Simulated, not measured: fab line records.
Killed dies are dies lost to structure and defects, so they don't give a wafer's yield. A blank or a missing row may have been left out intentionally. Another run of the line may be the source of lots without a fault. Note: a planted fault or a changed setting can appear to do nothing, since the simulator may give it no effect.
fab line records	flow gf180mcu
[record] lots = 12	wafers = 36	last_day = 34
route steps=602 shown HV_LDD@190 CONTACT@291 V1@336
lots that met no fault: taken from a fault-free run of the same line
start_h: start of the lot's first displayed wafer, in hours after the record's first day	wait_h: hours elapsed since this lot's preceding step	" same as the row above	L1.1+2: a single row standing in for several wafers	- value missing, or start not given	* or withheld: withheld	< > ~ a bound
route shown NAME@n: NAME is a module with steps in the file, n the number in the route of the first one	usual: the fault-free wafers' mean and standard deviation	same: alike in all rows	chamber/n: place in a boat	sites: readings site by site	_std_site: the standard deviation of these	_edge_site: the outer-site mean with the inner-site mean subtracted	radius_mm: for every site, how far away it sits from the centre of the wafer	mask NAME#n: copy n	behind: the last tool/chamber to shape the wafer	hold: cause of the lot's hold/its duration in hours/its outcome	device: the transistor (n, p or np) that didn't switch	end of line: tests run on the same wafers once the route is complete	where a step has no rows: the recipe by itself	killed: the dies lost at the first sort to structure and to defects; this is not the yield of the wafer	map: per-die view of a wafer (x killed, . not killed, _ where there is no die)
set.NAME: the setting as run; set.NAME@STEP: as run at that earlier step	model.NAME: the simulator's own value behind a step, which no gauge read
one table for each step of the route and one row for each wafer, over a sample of lots
services: from which hour (start_h, from the record's first day; less than 0 if before it) a tool's chamber was out of use, for how many hours, and why
[[steps]]
[step GF_HV_LDD_COAT_14]
[recipe] resist = NOVOLAK	spin_rpm = 3000	resist_thk_nm = 1000
[usual] spin_speed_rpm = 3000.0/2
lot.wafer	tool	chamber	start_h	wait_h	spin_speed_rpm
L370.3	litho_track-02	0	225.45	0.1	3006.5
L370.5	"	0	"	"	2996.8
L370.6	"	0	"	"	2999.1
L371.1	litho_track-01	0	233.15	0.1	3002.5
L371.5	"	0	"	"	3002.6
L371.6	"	0	"	"	3005.1
L372.1	litho_track-03	0	239.08	0.1	3001.3
L372.4	"	0	"	"	2999.0
L372.6	"	0	"	"	3001.5
L374.1	litho_track-03	0	256.98	0.1	2998.6
L374.2	"	0	"	"	3000.4
L374.3	"	0	"	"	2999.7
L375.1	litho_track-01	0	262.45	0.1	3002.1
L375.4	"	0	"	"	3000.4
L375.6	"	0	"	"	3000.4
L376.2	litho_track-03	0	267.66	0.1	3000.6
L376.3	"	0	"	"	2999.1
L376.4	"	0	"	"	2998.8
L377.1	litho_track-01	0	275.25	0.1	3000.6
L377.5	"	0	"	"	2999.7
L377.6	"	0	"	"	2998.8
L378.1	litho_track-02	0	284.65	0.1	2999.6
L378.3	"	0	"	"	2999.9
L378.5	"	0	"	"	2999.8
L382.1	litho_track-03	0	332.78	0.1	3234.6
L382.4	"	0	"	"	3234.8
L382.6	"	0	"	"	3238.1
L384.2	litho_track-03	0	339.41	0.1	3234.4
L384.5	"	0	"	"	3233.4
L384.6	"	0	"	"	3235.1
L387.2	litho_track-03	0	370.26	0.1	3234.4
L387.5	"	0	"	"	3234.1
L387.6	"	0	"	"	3237.3
L390.1	litho_track-01	0	376.50	0.1	3001.1
L390.2	"	0	"	"	2996.1
L390.6	"	0	"	"	2995.2
[step GF_HV_LDD_STRIP_22]
[recipe] chemistry = O2/N2	power_w = 1400	pressure_mtorr = 1500	platen_temp_c = 250	o2_flow_sccm = 3000	n2_flow_sccm = 300	overash_fraction = 0.5
[usual] drypump_motor_current_A = 5.6/0.35	heater_power_w = 364/28	oes_product_au = 0.716/0.0044	strip_time_to_endpoint_s = 12.62/0.034
lot.wafer	tool	chamber	start_h	wait_h	drypump_motor_current_A	heater_power_w	oes_product_au	rf_hours_counter_h	strip_time_to_endpoint_s
L370.3	plasma_asher-01	1	235.04	0.1	5.1	410	0.714	-	12.61
L370.5	"	0	"	"	5.6	330	0.719	-	12.60
L370.6	"	1	"	"	5.1	427	0.720	-	12.60
L371.1	plasma_asher-01	0	242.36	0.1	5.6	325	0.721	12	12.60
L371.5	"	1	"	"	5.1	407	0.717	-	12.58
L371.6	"	0	"	"	5.6	330	0.712	-	12.61
L372.1	plasma_asher-04	0	248.71	0.1	5.5	352	0.714	59	12.62
L372.4	"	0	"	"	5.5	368	0.712	-	12.61
L372.6	"	0	"	"	5.5	354	0.721	-	12.63
L374.1	plasma_asher-04	1	266.64	0.1	6.0	372	0.712	61	12.62
L374.2	"	0	"	"	5.5	350	0.719	61	12.62
L374.3	"	0	"	"	5.5	350	0.716	-	12.61
L375.1	plasma_asher-04	1	272.54	0.1	5.9	370	0.708	62	12.62
L375.4	"	1	"	"	5.9	371	0.716	-	12.64
L375.6	"	1	"	"	5.9	370	0.713	-	12.59
L376.2	plasma_asher-03	0	277.69	0.1	5.5	365	0.712	48	12.64
L376.3	"	0	"	"	5.5	356	0.714	-	12.61
L376.4	"	1	"	"	6.3	350	0.707	-	12.61
L377.1	plasma_asher-01	1	285.06	0.1	5.1	427	0.715	16	12.62
L377.5	"	1	"	"	5.1	423	0.725	-	12.64
L377.6	"	0	"	"	5.6	322	0.712	-	12.60
L378.1	plasma_asher-04	1	295.00	0.1	5.9	385	0.721	65	12.65
L378.3	"	1	"	"	5.9	372	0.717	-	12.68
L378.5	"	0	"	"	5.5	353	0.713	-	12.68
L382.1	plasma_asher-04	0	344.30	0.1	5.5	356	0.714	69	12.19
L382.4	"	1	"	"	5.9	370	0.714	-	12.23
L382.6	"	1	"	"	5.9	364	0.719	-	12.23
L384.2	plasma_asher-04	0	350.49	0.1	5.5	351	0.717	70	12.17
L384.5	"	0	"	"	5.5	363	0.712	-	12.19
L384.6	"	1	"	"	5.9	376	0.713	-	12.19
L387.2	plasma_asher-01	1	382.26	0.1	5.1	413	0.723	25	12.18
L387.5	"	1	"	"	5.1	423	0.720	-	12.20
L387.6	"	0	"	"	5.6	319	0.722	-	12.16
L390.1	plasma_asher-01	1	388.84	0.1	5.1	420	0.722	26	12.67
L390.2	"	0	"	"	5.6	329	0.719	26	12.61
L390.6	"	1	"	"	5.1	403	0.716	-	12.68
[step GF_CONTACT_CMP_04]
[recipe] material = SiO2	down_force_psi = 4	platen_rpm = 60	pad_velocity_m_s = 0.94248
[usual] motor_current_A = 12.3/0.92	time_to_endpoint_s = 111/7.9
lot.wafer	tool	chamber	start_h	wait_h	motor_current_A	time_to_endpoint_s
L370.3	cmp-01	1	340.45	0.1	13.6	107
L370.5	"	0	"	"	12.4	122
L370.6	"	1	"	"	12.6	119
L371.1	cmp-01	2	348.07	0.2	11.8	113
L371.5	"	3	"	"	12.1	111
L371.6	"	0	"	"	12.1	126
L372.1	cmp-01	1	356.35	0.1	12.8	109
L372.4	"	2	"	"	12.1	125
L372.6	"	1	"	"	12.9	110
L374.3	cmp-01	0	376.66	0.0	11.7	117
L374.1	"	2	"	"	11.8	109
L374.2	"	3	"	"	12.8	101
L375.4	cmp-01	3	384.00	0.1	12.3	115
L375.1	"	0	"	"	11.7	112
L375.6	"	2	"	"	11.7	114
L376.3	cmp-02	2	390.20	0.0	12.1	109
L376.4	"	3	"	"	10.9	116
L376.2	"	0	"	"	13.2	113
L377.1	cmp-01	1	399.85	0.1	12.7	101
L377.5	"	1	"	"	12.2	113
L377.6	"	2	"	"	12.7	117
L378.1	cmp-01	1	409.87	0.1	12.5	115
L378.3	"	3	"	"	11.9	118
L378.5	"	2	"	"	11.8	123
L382.4	cmp-01	2	468.67	0.1	11.7	116
L382.1	"	3	"	"	11.5	100
L382.6	"	2	"	"	11.5	116
L384.2	cmp-02	3	476.17	0.2	10.6	97
L384.6	"	0	"	"	12.0	111
L384.5	"	1	"	"	14.5	99
L387.2	cmp-01	0	509.32	0.2	12.0	119
L387.5	"	1	"	"	12.4	116
L387.6	"	2	"	"	11.7	127
L390.1	cmp-01	2	515.02	0.1	11.4	112
L390.2	"	1	"	"	13.2	105
L390.6	"	3	"	"	12.3	116
[step GF_V1_THK_MEAS_01]
[recipe] reads = SiO2_of_V1_CVD_00
[usual] V1_CVD_00_THK = 616/7.7
lot.wafer	tool	chamber	start_h	wait_h	V1_CVD_00_THK[nm]
L370.3	film_metro-04	-	387.47	0.1	610
L370.5	"	-	"	"	617
L370.6	"	-	"	"	609
L371.1	film_metro-04	-	394.85	0.0	614
L371.5	"	-	"	"	619
L371.6	"	-	"	"	617
L372.1	film_metro-04	-	404.42	0.0	623
L372.4	"	-	"	"	620
L372.6	"	-	"	"	617
L374.1	film_metro-01	-	427.07	0.0	626
L374.2	"	-	"	"	614
L374.3	"	-	"	"	624
L375.1	film_metro-02	-	434.33	0.0	623
L375.4	"	-	"	"	619
L375.6	"	-	"	"	624
L376.2	film_metro-02	-	441.24	0.0	608
L376.3	"	-	"	"	607
L376.4	"	-	"	"	608
L377.1	film_metro-01	-	450.69	0.0	622
L377.5	"	-	"	"	621
L377.6	"	-	"	"	621
L378.1	film_metro-04	-	460.89	0.0	612
L378.3	"	-	"	"	606
L378.5	"	-	"	"	607
L382.1	film_metro-02	-	519.03	0.1	616
L382.4	"	-	"	"	623
L382.6	"	-	"	"	628
L384.2	film_metro-04	-	525.54	0.1	624
L384.5	"	-	"	"	621
L384.6	"	-	"	"	618
L387.2	film_metro-02	-	556.14	0.0	605
L387.5	"	-	"	"	619
L387.6	"	-	"	"	612
L390.1	film_metro-02	-	563.60	0.0	629
L390.2	"	-	"	"	612
L390.6	"	-	"	"	613
[step GF_V1_ETCH_16]
[recipe] chemistry = N2/H2	target_depth_a = withheld	overetch_a = withheld	time_s = withheld	target = BARC	ion_energy_ev = 200	source_w = 500	bias_w = 100	pressure_mtorr = 30	n2_flow_sccm = 100	h2_flow_sccm = 200
[usual] drypump_motor_current_A = 5.7/0.42	oes_product_au = 0.855/0.0048	throttle_valve_pct = 13.225/0.0093
lot.wafer	tool	chamber	start_h	wait_h	drypump_motor_current_A	oes_product_au	throttle_valve_pct
L370.3	rie_diel-04	1	410.55	0.0	6.3	0.853	13.234
L370.5	"	2	"	"	5.9	0.849	13.219
L370.6	"	1	"	"	6.3	0.861	13.215
L371.1	rie_diel-02	3	418.47	0.0	4.8	0.850	13.246
L371.5	"	3	"	"	4.8	0.853	13.221
L371.6	"	0	"	"	6.0	0.858	13.227
L372.1	rie_diel-03	2	428.85	0.0	6.3	0.848	13.222
L372.4	"	3	"	"	5.5	0.856	13.212
L372.6	"	3	"	"	5.4	0.858	13.232
L374.1	rie_diel-03	0	452.29	0.0	5.2	0.855	13.212
L374.2	"	1	"	"	5.9	0.853	13.224
L374.3	"	2	"	"	6.3	0.849	13.223
L375.1	rie_diel-04	1	459.26	0.0	6.3	0.851	13.218
L375.4	"	2	"	"	5.9	0.850	13.243
L375.6	"	1	"	"	6.3	0.848	13.226
L376.2	rie_diel-04	2	466.15	0.0	5.9	0.857	13.245
L376.3	"	0	"	"	5.6	0.850	13.236
L376.4	"	0	"	"	5.5	0.855	13.235
L377.1	rie_diel-02	2	475.81	0.0	5.5	0.853	13.219
L377.5	"	2	"	"	5.5	0.855	13.221
L377.6	"	1	"	"	5.6	0.848	13.204
L378.1	rie_diel-03	1	485.63	0.0	5.9	0.852	13.223
L378.3	"	3	"	"	5.4	0.858	13.224
L378.5	"	2	"	"	6.3	0.857	13.224
L382.1	rie_diel-04	0	543.00	0.0	5.5	0.862	13.231
L382.4	"	2	"	"	5.9	0.859	13.218
L382.6	"	1	"	"	6.3	0.858	13.227
L384.2	rie_diel-03	2	549.51	0.0	6.3	0.852	13.217
L384.5	"	0	"	"	5.2	0.861	13.227
L384.6	"	3	"	"	5.5	0.853	13.227
L387.2	rie_diel-04	3	579.25	0.0	5.5	0.853	13.220
L387.5	"	0	"	"	5.5	0.852	13.214
L387.6	"	1	"	"	6.3	0.850	13.231
L390.1	rie_diel-02	2	585.65	0.0	5.5	0.856	13.237
L390.2	"	3	"	"	4.7	0.854	13.213
L390.6	"	0	"	"	6.0	0.856	13.230
[[services]]
tool	chamber	start_h	hours	kind
rie_diel-04	2	226.26	5.4	repair
cmp-01	-	232.00	4.0	pm
rie_diel-04	3	236.95	5.4	repair
rie_diel-04	3	248.81	20.3	repair
plasma_asher-01	-	255.60	0.8	repair
plasma_asher-01	-	267.40	14.6	pm
cmp-01	-	281.19	1.7	repair
cmp-01	-	284.32	3.7	repair
plasma_asher-01	-	286.07	1.9	repair
rie_diel-04	2	288.18	5.4	repair
plasma_asher-04	-	296.57	4.1	repair
rie_diel-04	3	322.50	7.7	repair
cmp-01	-	346.11	1.7	repair
cmp-01	-	373.49	3.1	pm
cmp-01	-	384.20	6.2	pm
rie_diel-04	2	388.84	20.7	repair
cmp-01	-	446.38	0.2	repair
rie_diel-04	0	454.15	3.8	repair
plasma_asher-04	-	463.26	1.0	repair
cmp-01	-	476.59	4.5	repair
plasma_asher-04	-	551.47	2.8	pm
cmp-01	-	551.87	8.7	pm
cmp-01	-	572.00	4.0	pm
cmp-01	-	574.24	2.2	repair
[[key]]
[first_sign] step = GF_HV_LDD_COAT_14	reading = spin_speed_rpm	direction = up	sigmas = 99+	usual = *	struck = *
[effect] step = GF_HV_LDD_STRIP_22	reading = strip_time_to_endpoint_s	direction = down	sigmas = 13	usual = *	struck = *
met_at GF_HV_LDD_COAT_14
struck_lots L382,L384,L387
tester_left_out L382,L384,L387
not_acting_at GF_CONTACT_CMP_04,GF_V1_THK_MEAS_01,GF_V1_ETCH_16
onset_between 267.66 332.78
[fault] kind = process_parameter_drift	tool = litho_track-03	chamber = -	onset_h = 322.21	steps = GF_HV_LDD_COAT_14	channel = spin_rpm	offset = *	shape = step	end_h = 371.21	acts_in = *	stated = *
// tester_left_out: of these lots the tester's yield and bins aren't shown, on N5 and GAA mostly nor the transistor test; their killed dies are dies lost to structure and defects alone, not to doping, threshold or leakage, so they don't give the yield
